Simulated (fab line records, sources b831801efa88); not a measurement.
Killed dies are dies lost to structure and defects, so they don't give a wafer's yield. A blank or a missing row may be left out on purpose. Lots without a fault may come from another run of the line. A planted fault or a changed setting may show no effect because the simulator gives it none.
Which tool did it? | flow sfq_line | 14 lots, 42 wafers sampled, at 7 steps of a route of 325

WHAT THE GAUGES READ, wafer by wafer
SFQ_M6_OVL_MEAS_940. Usual: M6_OVL -3 nm, standard deviation 6.1.
lot  | measured     | on         | M6_OVL (nm) | flag
L478 | day 62 03:47 | overlay-01 | 9 7 0       |
L479 | day 62 06:11 | overlay-01 | -10 -14 -8  |
L481 | day 62 10:59 | overlay-01 | -10 -1 -5   |
L482 | day 62 13:23 | overlay-01 | 0 2 -1      |
L484 | day 62 18:11 | overlay-01 | -2 7 -2     |
L485 | day 62 19:23 | overlay-01 | 4 3 5       |
L486 | day 72 22:34 | overlay-02 | - - -       | OFF
L487 | day 73 03:23 | overlay-02 | - - -       | OFF
L491 | day 73 08:10 | overlay-02 | 6 7 -1      |
L496 | day 78 04:24 | overlay-01 | -5 -4 -12   |
L497 | day 78 17:49 | overlay-02 | -6 0 -5     |
L498 | day 78 19:02 | overlay-01 | -11 -10 -12 |
L499 | day 78 22:37 | overlay-02 | -12 -12 -9  |
L501 | day 84 09:26 | overlay-02 | -1 -1 -3    |

WHICH TOOL RAN EACH LOT (tool, then ch and the chambers of the sampled wafers, then the start)
lot  | SFQ_TRILAYER_I1_DEP_PECVD_045   | SFQ_TRILAYER_I1_CMP_CMP_046   | SFQ_TRILAYER_I1_METRO_MEASURE_047 | SFQ_TRILAYER_I1_VIA_ETCH_VIA_ETCH_052 | SFQ_TRILAYER_M2_LITHO_EXPOSE_058             | SFQ_TRILAYER_M4_DEP_SPUTTER_091
L478 | pecvd-01 ch 0,1, day 24 14:14   | cmp-02 ch 1,2,3, day 24 15:19 | film_metro-02, day 24 17:38       | rie_diel-04 ch 0,2, day 25 10:00      | krf_scanner-01 ch 0, day 28 17:58            | pvd_sputter-04, day 38 02:57
L479 | pecvd-02 ch 0,2, day 25 16:38   | cmp-01 ch 0,1,3, day 25 17:13 | film_metro-01, day 25 20:14       | rie_diel-01 ch 2,3, day 31 00:26      | krf_scanner-01 ch 0, day 31 06:47            | pvd_sputter-04, day 40 03:19
L481 | pecvd-01 ch 1,2, day 26 07:15   | cmp-02 ch 1,2, day 26 09:43   | film_metro-01, day 26 12:32       | rie_diel-01 ch 1,3, day 31 16:02      | krf_scanner-01 ch 0, day 32 01:47            | pvd_sputter-06, day 40 11:31
L482 | pecvd-01 ch 0,1, day 26 15:39   | cmp-02 ch 0,3, day 26 16:14   | film_metro-02, day 26 19:15       | rie_diel-01 ch 0,1,2, day 31 23:14    | krf_scanner-01 ch 0, day 40 14:07 or earlier | pvd_sputter-03, day 40 14:07
L484 | pecvd-01 ch 0,1,2, day 27 03:39 | cmp-02 ch 0,1,3, day 27 04:14 | film_metro-02, day 27 07:03       | rie_diel-03 ch 0,3, day 32 12:26      | krf_scanner-01 ch 0, day 32 17:23            | pvd_sputter-03, day 46 08:16
L485 | pecvd-02 ch 0,2, day 27 13:15   | cmp-02 ch 0,1,3, day 27 13:22 | film_metro-02, day 27 16:29       | rie_diel-03 ch 0,2,3, day 32 19:38    | krf_scanner-01 ch 0, day 32 21:59            | pvd_sputter-04, day 46 10:07
L486 | pecvd-01 ch 0,2, day 27 14:27   | cmp-01 ch 1,2,3, day 27 14:32 | film_metro-04, day 27 17:39       | rie_diel-04 ch 0,1,2, day 32 22:02    | krf_scanner-01, day 32 23:58                 | pvd_sputter-06, day 46 10:43
L487 | pecvd-04 ch 0,1,2, day 27 19:15 | cmp-02 ch 1,3, day 27 19:57   | film_metro-02, day 27 23:16       | rie_diel-03 ch 0,2,3, day 33 02:50    | krf_scanner-01, day 33 04:59                 | pvd_sputter-04, day 46 12:31
L491 | pecvd-04 ch 0,1, day 28 22:47   | cmp-02 ch 0,1,3, day 29 14:09 | film_metro-01, day 29 17:16       | rie_diel-03 ch 1,2,3, day 35 11:12    | krf_scanner-02 ch 0, day 40 11:18            | pvd_sputter-06, day 47 20:16
L496 | pecvd-01 ch 0,1,2, day 31 07:21 | cmp-01 ch 0,2,3, day 32 07:09 | film_metro-02, day 32 10:16       | rie_diel-04 ch 0,1,2, day 37 21:20    | krf_scanner-02 ch 0, day 42 23:39            | pvd_sputter-06, day 53 11:25
L497 | pecvd-04 ch 0,1,2, day 31 18:10 | cmp-02 ch 1,2,3, day 32 20:13 | film_metro-04, day 32 23:20       | rie_diel-01 ch 0,1,3, day 38 09:17    | krf_scanner-02 ch 0, day 43 14:03            | pvd_sputter-06, day 55 00:43
L498 | pecvd-02 ch 1,2, day 31 20:34   | cmp-02 ch 1,2,3, day 33 00:13 | film_metro-01, day 33 02:32       | rie_diel-03 ch 1,3, day 38 11:41      | krf_scanner-02 ch 0, day 43 17:51            | pvd_sputter-04, day 55 02:22
L499 | pecvd-04 ch 0,1,2, day 32 02:34 | cmp-01 ch 0,2,3, day 33 07:09 | film_metro-02, day 33 10:16       | rie_diel-03 ch 0,2,3, day 38 17:41    | krf_scanner-01 ch 0, day 44 03:46            | pvd_sputter-06, day 55 07:46
L501 | pecvd-04 ch 0,2, day 32 15:45   | cmp-02 ch 0,1, day 33 23:13   | film_metro-02, day 34 02:44       | rie_diel-03 ch 0,3, day 39 08:05      | krf_scanner-01 ch 0, day 44 22:10            | pvd_sputter-04, day 61 03:52
- SFQ_TRILAYER_I1_DEP_PECVD_045: deposits SiO2 from SiH4/N2O, time 111.11 s, target thk 500 nm.
- SFQ_TRILAYER_I1_CMP_CMP_046: polishes SiO2.
- SFQ_TRILAYER_I1_METRO_MEASURE_047
- SFQ_TRILAYER_I1_VIA_ETCH_VIA_ETCH_052: etches SiO2 in CHF3, stops on Nb, target depth 260 nm.
- SFQ_TRILAYER_M2_LITHO_EXPOSE_058: exposes mask M2, target cd 500 nm.
- SFQ_TRILAYER_M4_DEP_SPUTTER_091: material Nb, target thk 200 nm, time 133.3 s.

WHAT THE TOOLS THEMSELVES READ (means of the sampled wafers that have a number; where no wafer has one, the mark that the record gives instead)
SFQ_TRILAYER_I1_DEP_PECVD_045. Usual: chamber_pressure_Torr 2.400 Torr, standard deviation 0.0054; heater_power_outer_w 28 W, standard deviation 10; heater_power_w 80 W, standard deviation 22; throttle_valve_pct 24.5 %, standard deviation 1.2.
lot  | tool     | chamber_pressure_Torr (Torr) | heater_power_outer_w (W) | heater_power_w (W) | throttle_valve_pct (%) | flag
L478 | pecvd-01 | 2.403                        | 33                       | 94                 | 24.3                   |
L479 | pecvd-02 | 2.396                        | 34                       | 84                 | 23.1                   |
L481 | pecvd-01 | 2.401                        | 30                       | 86                 | 25.9                   |
L482 | pecvd-01 | 2.397                        | 31                       | 93                 | 24.4                   |
L484 | pecvd-01 | 2.403                        | 30                       | 86                 | 25.5                   |
L485 | pecvd-02 | 2.401                        | 22                       | 59                 | 23.8                   |
L486 | pecvd-01 | -                            | -                        | -                  | -                      | OFF
L487 | pecvd-04 | -                            | -                        | -                  | -                      | OFF
L491 | pecvd-04 | 2.391                        | 29                       | 83                 | 24.0                   |
L496 | pecvd-01 | 2.397                        | 24                       | 77                 | 25.1                   |
L497 | pecvd-04 | 2.400                        | 24                       | 75                 | 24.2                   |
L498 | pecvd-02 | 2.403                        | 19                       | 61                 | 24.7                   |
L499 | pecvd-04 | 2.406                        | 25                       | 78                 | 24.3                   |
L501 | pecvd-04 | 2.397                        | 26                       | 79                 | 24.0                   |

SFQ_TRILAYER_I1_CMP_CMP_046. Usual: motor_current_A 10.2 A, standard deviation 1.1; retaining_ring_pressure_frac 1.000, standard deviation 0.0047; slurry_filter_dp_kPa 13.52 kPa, standard deviation 0.15; time_to_endpoint_s 213 s, standard deviation 6.3.
lot  | tool   | motor_current_A (A) | retaining_ring_pressure_frac | slurry_filter_dp_kPa (kPa) | time_to_endpoint_s (s) | flag
L478 | cmp-02 | 9.6                 | 0.997                        | 13.46                      | 209                    |
L479 | cmp-01 | 10.9                | 1.000                        | 13.53                      | 222                    |
L481 | cmp-02 | 10.4                | 0.995                        | 13.51                      | 225                    |
L482 | cmp-02 | 9.1                 | 1.003                        | 13.38                      | 205                    |
L484 | cmp-02 | 9.6                 | 0.998                        | 13.44                      | 205                    |
L485 | cmp-02 | 9.1                 | 1.002                        | 13.51                      | 209                    |
L486 | cmp-01 | 11.4                | 1.003                        | 13.56                      | -                      | OFF
L487 | cmp-02 | 8.7                 | 0.997                        | 13.59                      | -                      | OFF
L491 | cmp-02 | 9.4                 | 1.005                        | 13.55                      | 207                    |
L496 | cmp-01 | 10.4                | 1.001                        | 13.53                      | 210                    |
L497 | cmp-02 | 9.6                 | 0.998                        | 13.55                      | 203                    |
L498 | cmp-02 | 9.6                 | 1.002                        | 13.41                      | 211                    |
L499 | cmp-01 | 10.8                | 1.004                        | 13.45                      | 206                    |
L501 | cmp-02 | 9.7                 | 0.996                        | 13.50                      | 213                    |

SFQ_TRILAYER_I1_VIA_ETCH_VIA_ETCH_052. Usual: bias_w 79.98 W, standard deviation 0.24; drypump_motor_current_A 6.1 A, standard deviation 0.38; oes_product_au 0.854 a.u., standard deviation 0.005.
lot  | tool        | bias_w (W) | drypump_motor_current_A (A) | oes_product_au (a.u.) | flag
L478 | rie_diel-04 | 80.01      | 6.0                         | 0.854                 |
L479 | rie_diel-01 | 79.79      | 6.0                         | 0.853                 |
L481 | rie_diel-01 | 80.06      | 5.3                         | 0.855                 |
L482 | rie_diel-01 | 80.02      | 5.7                         | 0.856                 |
L484 | rie_diel-03 | 80.13      | 6.4                         | 0.846                 |
L485 | rie_diel-03 | 80.09      | 6.4                         | 0.850                 |
L486 | rie_diel-04 | 79.97      | 6.1                         | 0.376                 | OFF
L487 | rie_diel-03 | 79.99      | 6.4                         | 0.376                 | OFF
L491 | rie_diel-03 | 79.89      | 6.2                         | 0.855                 |
L496 | rie_diel-04 | 79.92      | 6.0                         | 0.854                 |
L497 | rie_diel-01 | 79.99      | 5.4                         | 0.854                 |
L498 | rie_diel-03 | 80.14      | 6.2                         | 0.853                 |
L499 | rie_diel-03 | 80.16      | 6.4                         | 0.854                 |
L501 | rie_diel-03 | 79.77      | 6.4                         | 0.855                 |

SFQ_TRILAYER_M2_LITHO_EXPOSE_058. Usual: exposure_dose_mJ_cm2 14.397, standard deviation 0.014; focus_offset_nm 0.0 nm, standard deviation 0.61.
lot  | tool           | exposure_dose_mJ_cm2 | focus_offset_nm (nm) | flag
L478 | krf_scanner-01 | 14.392               | -0.3                 |
L479 | krf_scanner-01 | 14.388               | -0.8                 |
L481 | krf_scanner-01 | 14.380               | -0.2                 |
L482 | krf_scanner-01 | 14.394               | 0.1                  |
L484 | krf_scanner-01 | 14.407               | -0.4                 |
L485 | krf_scanner-01 | 14.389               | -0.1                 |
L486 | krf_scanner-01 | -                    | -                    | OFF
L487 | krf_scanner-01 | -                    | -                    | OFF
L491 | krf_scanner-02 | 14.418               | 0.1                  |
L496 | krf_scanner-02 | 14.393               | 0.3                  |
L497 | krf_scanner-02 | 14.410               | 0.0                  |
L498 | krf_scanner-02 | 14.403               | 0.4                  |
L499 | krf_scanner-01 | 14.405               | 0.3                  |
L501 | krf_scanner-01 | 14.392               | 0.9                  |

SFQ_TRILAYER_M4_DEP_SPUTTER_091. Usual: base_pressure_pa 1.32e-06 Pa, standard deviation 9.4e-08; throttle_valve_pct 29.7 %, standard deviation 0.64.
lot  | tool           | base_pressure_pa (Pa) | throttle_valve_pct (%) | flag
L478 | pvd_sputter-04 | 1.30e-06              | 29.9                   |
L479 | pvd_sputter-04 | 1.37e-06              | 30.1                   |
L481 | pvd_sputter-06 | 1.45e-06              | 29.4                   |
L482 | pvd_sputter-03 | 1.30e-06              | 30.2                   |
L484 | pvd_sputter-03 | 1.41e-06              | 29.3                   |
L485 | pvd_sputter-04 | 1.36e-06              | 29.9                   |
L486 | pvd_sputter-06 | 1.27e-06              | 29.5                   |
L487 | pvd_sputter-04 | 1.29e-06              | 29.6                   |
L491 | pvd_sputter-06 | 1.30e-06              | 29.5                   |
L496 | pvd_sputter-06 | 1.22e-06              | 29.8                   |
L497 | pvd_sputter-06 | 1.38e-06              | 29.7                   |
L498 | pvd_sputter-04 | 1.41e-06              | 30.0                   |
L499 | pvd_sputter-06 | 1.34e-06              | 29.3                   |
L501 | pvd_sputter-04 | 1.34e-06              | 29.5                   |

THE ANSWER, worked out from the rows above alone
Rule: a lot is off if the mean of its wafers that have a number lies more than 3 standard deviations from the usual mean. A lot without any number at a reading at which 4 lots or more have one is off too. The other lots that the step has rows for count as sound. The gauges are gone through in route order, then the tools' own readings, and for those a lot's mean is taken as printed above. The first step at which some lot is off is used, and at that step the reading that is off furthest; a lot without a number counts as furthest.
Off: L486, L487, at SFQ_M6_OVL_MEAS_940 (M6_OVL). Without a number there: L486, L487.
A tool fits if, at a process step before that reading, it ran every lot that is off, and no sound lot after the first of them. The gauges at SFQ_M6_OVL_MEAS_940 aren't tried: what is off there is off at SFQ_TRILAYER_I1_DEP_PECVD_045 too, on other tools, and a gauge's error can't cause that. SFQ_TRILAYER_M2_LITHO_EXPOSE_058 gives no start for some lots, so the hours and the order of its lots are those of SFQ_TRILAYER_M4_DEP_SPUTTER_091. None of those tried fits.

WHAT THE SIMULATOR HAD PUT IN
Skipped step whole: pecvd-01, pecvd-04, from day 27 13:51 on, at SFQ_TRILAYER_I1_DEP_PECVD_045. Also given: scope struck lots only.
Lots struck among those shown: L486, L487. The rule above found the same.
